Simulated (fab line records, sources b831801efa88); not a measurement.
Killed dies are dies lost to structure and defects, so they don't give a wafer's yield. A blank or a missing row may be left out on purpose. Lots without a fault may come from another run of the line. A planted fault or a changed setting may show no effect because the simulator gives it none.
fab line records | flow sky130 | part 2 of 2: steps 29 to 42 of 42
record lots=5 wafers=15 last_day=50
route steps=708 shown VIA3@573 METAL4@598 CAP2M@603
lots that met no fault: from a run of the same line without faults
start_h: hours from the record's first day to the start of the lot's first wafer shown | wait_h: hours since the lot's step before | " the same as in the row above | L1.1+2: a row that stands for several wafers | - no value, or no start given | * or withheld: withheld | < > ~ a bound
route shown NAME@n: a module of which the file shows steps, and the number in the route of the first | usual: mean/standard deviation of fault-free wafers | same: alike in all rows | chamber/n: place in a boat | sites: the reading at each site | _std_site: their standard deviation | _edge_site: outer sites' mean less inner sites' | radius_mm: how far each site lies from the wafer's centre | mask NAME#n: copy n | behind: the tool/chamber that last shaped the wafer | hold: why the lot was held/for how many hours/how that ended | device: the transistor (n, p or np) that didn't switch | end of line: the same wafers' tests at the end of the route | a step without rows: its recipe alone | killed: dies lost to structure and defects at the first sort, not the wafer's yield | map: a wafer's dies, x killed, . not, _ none there
set.NAME: the setting as run; set.NAME@STEP: as run at that earlier step | model.NAME: the simulator's own value behind a step, which no gauge read
lots at some steps of the route; a table a step, a row a wafer
services: from which hour (start_h, from the record's first day; less than 0 if before it) a tool's chamber was out of use, for how many hours, and why
## steps
# step SKY_METAL4_SPUTTER_03
# recipe material=Ti target_thk_nm=5 power_w=3000 time_s=3.3 chamber_pressure_pa=0.4
# usual throttle_valve_pct=30.2/0.95
# columns lot.wafer tool chamber start_h wait_h throttle_valve_pct
L074.2 pvd_sputter-03 - 925.39 0.0 32.0
L074.3 " - " " 29.9
L074.6 " - " " 30.9
L077.2 pvd_sputter-03 - 955.03 0.0 29.9
L077.4 " - " " 31.8
L077.6 " - " " 30.2
L083.1 pvd_sputter-03 - 990.21 0.0 30.3
L083.2 " - " " 29.6
L083.4 " - " " 30.9
L088.2 pvd_sputter-01 - 1023.24 0.0 30.4
L088.3 " - " " 30.7
L088.6 " - " " 30.6
L097.2 pvd_sputter-03 - 1076.90 0.0 30.3
L097.4 " - " " 31.8
L097.5 " - " " 31.7
# step SKY_METAL4_SPUTTER_04
# recipe material=TiN target_thk_nm=70 power_w=6500 time_s=58.3 chamber_pressure_pa=0.4
# usual throttle_valve_pct=30.2/0.93
# columns lot.wafer tool chamber start_h wait_h throttle_valve_pct
L074.2 pvd_sputter-03 - 925.41 0.0 31.6
L074.3 " - " " 29.3
L074.6 " - " " 31.0
L077.2 pvd_sputter-03 - 955.05 0.0 29.8
L077.4 " - " " 31.7
L077.6 " - " " 30.3
L083.1 pvd_sputter-03 - 990.23 0.0 30.4
L083.2 " - " " 29.8
L083.4 " - " " 31.0
L088.2 pvd_sputter-01 - 1023.26 0.0 30.1
L088.3 " - " " 30.7
L088.6 " - " " 30.4
L097.2 pvd_sputter-03 - 1076.92 0.0 30.2
L097.4 " - " " 31.6
L097.5 " - " " 31.7
# step SKY_CAP2M_CVD_00
# recipe material=SiO2 target_thk_nm=15.5 temp_c=400 time_s=withheld rf_w=450
# usual heater_power_w=667/85
# columns lot.wafer tool chamber start_h wait_h heater_power_w
L074.2 pecvd-01 2 925.46 0.0 678
L074.3 " 0 " " 574
L074.6 " 1 " " 684
L077.2 pecvd-02 2 955.10 0.0 580
L077.4 " 2 " " 594
L077.6 " 0 " " 533
L083.1 pecvd-04 0 990.28 0.0 751
L083.2 " 1 " " 783
L083.4 " 0 " " 766
L088.2 pecvd-04 2 1023.31 0.0 860
L088.3 " 0 " " 778
L088.6 " 1 " " 679
L097.2 pecvd-04 0 1076.97 0.0 687
L097.4 " 1 " " 762
L097.5 " 0 " " 675
# step SKY_CAP2M_THK_MEAS_01
# recipe reads=SiO2_of_CAP2M_CVD_00
# usual CAP2M_CVD_00_THK=15.53/0.21
# columns lot.wafer tool chamber start_h wait_h CAP2M_CVD_00_THK[nm]
L074.2 film_metro-03 - 925.49 - 15.31
L074.3 " - " " 15.24
L074.6 " - " " 15.47
L077.2 film_metro-03 - 955.13 - 15.65
L077.4 " - " " 15.89
L077.6 " - " " 15.84
L083.1 film_metro-04 - 990.30 - 15.47
L083.2 " - " " 15.36
L083.4 " - " " 15.67
L088.2 film_metro-01 - 1023.34 - 15.36
L088.3 " - " " 15.35
L088.6 " - " " 15.63
L097.2 film_metro-04 - 1077.00 - 15.40
L097.4 " - " " 15.52
L097.5 " - " " 15.55
# step SKY_CAP2M_SPUTTER_02
# recipe material=TiN target_thk_nm=200 temp_c=300 power_w=6500 time_s=166.7 chamber_pressure_pa=0.4
# usual throttle_valve_pct=29.9/1.2
# columns lot.wafer tool chamber start_h wait_h throttle_valve_pct
L074.2 pvd_sputter-01 - 925.54 0.0 30.0
L074.3 " - " " 30.9
L074.6 " - " " 29.3
L077.2 pvd_sputter-01 - 955.18 0.0 29.2
L077.4 " - " " 30.8
L077.6 " - " " 29.2
L083.1 pvd_sputter-01 - 990.36 0.1 29.1
L083.2 " - " " 29.8
L083.4 " - " " 31.2
L088.2 pvd_sputter-04 - 1023.39 0.0 28.0
L088.3 " - " " 31.7
L088.6 " - " " 28.0
L097.2 pvd_sputter-04 - 1077.05 0.0 28.4
L097.4 " - " " 28.2
L097.5 " - " " 28.8
# step SKY_CAP2M_RS_MEAS_03
# recipe thk_meas_gauge=four-point-probe reads=TiN_of_CAP2M_SPUTTER_02
# usual CAP2M_TIN_RS=6.87/0.053
# columns lot.wafer tool chamber start_h wait_h CAP2M_TIN_RS[ohm/sq]
L074.2 film_metro-01 - 925.67 0.1 6.98
L074.3 " - " " 6.89
L074.6 " - " " 6.88
L077.2 film_metro-01 - 955.31 0.1 6.82
L077.4 " - " " 6.78
L077.6 " - " " 6.80
L083.1 film_metro-01 - 990.47 0.1 6.80
L083.2 " - " " 6.89
L083.4 " - " " 6.85
L088.2 film_metro-04 - 1023.52 0.1 6.79
L088.3 " - " " 6.74
L088.6 " - " " 6.81
L097.2 film_metro-04 - 1077.18 0.1 6.86
L097.4 " - " " 6.89
L097.5 " - " " 6.84
# step SKY_CAP2M_THK_MEAS_04
# recipe thk_meas_gauge=xrf reads=TiN_of_CAP2M_SPUTTER_02
# usual CAP2M_TIN_THK=199.9/1.7
# columns lot.wafer tool chamber start_h wait_h CAP2M_TIN_THK[nm]
L074.2 film_metro-01 - 925.78 0.1 197.5
L074.3 " - " " 199.9
L074.6 " - " " 198.8
L077.2 film_metro-01 - 955.42 0.1 201.7
L077.4 " - " " 203.1
L077.6 " - " " 203.9
L083.1 film_metro-01 - 990.59 0.1 202.2
L083.2 " - " " 199.3
L083.4 " - " " 199.8
L088.2 film_metro-04 - 1023.63 0.1 203.6
L088.3 " - " " 203.9
L088.6 " - " " 202.8
L097.2 film_metro-04 - 1077.29 0.1 200.2
L097.4 " - " " 199.4
L097.5 " - " " 201.7
# step SKY_CAP2M_DEHYDRATE_05
# recipe temp_c=200 time_s=60
# columns lot.wafer tool chamber start_h wait_h
L074.2+3+6 litho_track-03 0 936.96 11.2
L077.2+4+6 litho_track-04 0 967.50 12.1
L083.1+2+4 litho_track-02 0 1001.76 11.2
L088.2+3+6 litho_track-03 0 1034.21 10.6
L097.2+4+5 litho_track-02 0 1086.74 9.4
# step SKY_CAP2M_HMDS_06
# recipe prime_time_s=60 prime_temp_c=120
# columns lot.wafer tool chamber start_h wait_h
L074.2+3+6 litho_track-03 0 937.11 0.1
L077.2+4+6 litho_track-04 0 967.65 0.1
L083.1+2+4 litho_track-02 0 1001.91 0.1
L088.2+3+6 litho_track-03 0 1034.36 0.1
L097.2+4+5 litho_track-02 0 1086.89 0.1
# step SKY_CAP2M_COAT_07
# recipe resist=NOVOLAK spin_rpm=3000 resist_thk_nm=1140
# columns lot.wafer tool chamber start_h wait_h
L074.2+3+6 litho_track-03 0 937.26 0.1
L077.2+4+6 litho_track-04 0 967.80 0.1
L083.1+2+4 litho_track-02 0 1002.06 0.1
L088.2+3+6 litho_track-03 0 1034.51 0.1
L097.2+4+5 litho_track-02 0 1087.04 0.1
# step SKY_CAP2M_SOFTBAKE_08
# recipe temp_c=90 time_s=60 resist=NOVOLAK
# columns lot.wafer tool chamber start_h wait_h
L074.2+3+6 litho_track-03 0 937.41 0.1
L077.2+4+6 litho_track-04 0 967.95 0.1
L083.1+2+4 litho_track-02 0 1002.21 0.1
L088.2+3+6 litho_track-03 0 1034.66 0.1
L097.2+4+5 litho_track-02 0 1087.19 0.1
# step SKY_CAP2M_EXPOSE_09
# recipe mask_id=CAP2M na=0.6 source_shape=conventional sigma_outer=0.6 polarization=unpolarized target_cd_nm=1000 dose_mj=159
# columns lot.wafer tool chamber start_h wait_h mask
L074.2+3+6 iline_stepper-01 0 - - CAP2M#0
L077.2+4+6 iline_stepper-02 0 - - CAP2M#0
L083.1+2+4 iline_stepper-02 0 - - CAP2M#0
L088.2+3+6 iline_stepper-02 0 - - CAP2M#0
L097.2+4+5 iline_stepper-01 0 - - CAP2M#0
# step SKY_CAP2M_PEB_10
# recipe temp_c=withheld time_s=* resist=NOVOLAK
# columns lot.wafer tool chamber start_h wait_h
L074.2+3+6 litho_track-03 0 - -
L077.2+4+6 litho_track-03 0 - -
L083.1+2+4 litho_track-03 0 - -
L088.2+3+6 litho_track-02 0 - -
L097.2+4+5 litho_track-04 0 - -
# step SKY_CAP2M_DEVELOP_11
# recipe resist=NOVOLAK developer=TMAH develop_time_s=60 dev_temp_c=23
# columns lot.wafer tool chamber start_h wait_h
L074.2+3+6 litho_track-03 0 949.11 0.1
L077.2+4+6 litho_track-03 0 979.66 0.1
L083.1+2+4 litho_track-03 0 1014.09 0.1
L088.2+3+6 litho_track-02 0 1046.34 0.1
L097.2+4+5 litho_track-04 0 1097.05 0.1
## services
# columns tool chamber start_h hours kind
cmp-01 - 882.57 1.7 repair
krf_scanner-02 - 885.04 0.7 repair
rie_diel-04 0 887.55 16.5 repair
rie_diel-04 3 892.80 1.5 repair
pvd_sputter-04 - 893.05 2.2 repair
cvd_w-02 - 904.00 14.0 pm
cmp-01 - 912.00 4.0 pm
cmp-01 - 923.52 1.3 repair
wet_bench-03 - 931.77 1.9 pm
pvd_sputter-03 - 966.99 1.4 repair
rie_diel-04 2 968.67 16.7 repair
cmp-01 - 970.87 0.7 repair
hdpcvd-02 - 972.63 14.6 pm
rie_diel-04 - 979.03 0.4 repair
rie_diel-02 3 988.49 2.6 repair
pvd_sputter-03 - 997.30 3.7 repair
cmp-01 - 1000.58 7.5 pm
rie_diel-04 2 1006.71 5.0 repair
rie_diel-02 1 1013.53 10.8 repair
rie_diel-04 1 1027.84 20.8 repair
cmp-01 - 1037.15 3.0 repair
cmp-01 - 1047.71 5.2 repair
pvd_sputter-01 - 1065.34 3.5 repair
cmp-01 - 1077.28 0.8 repair
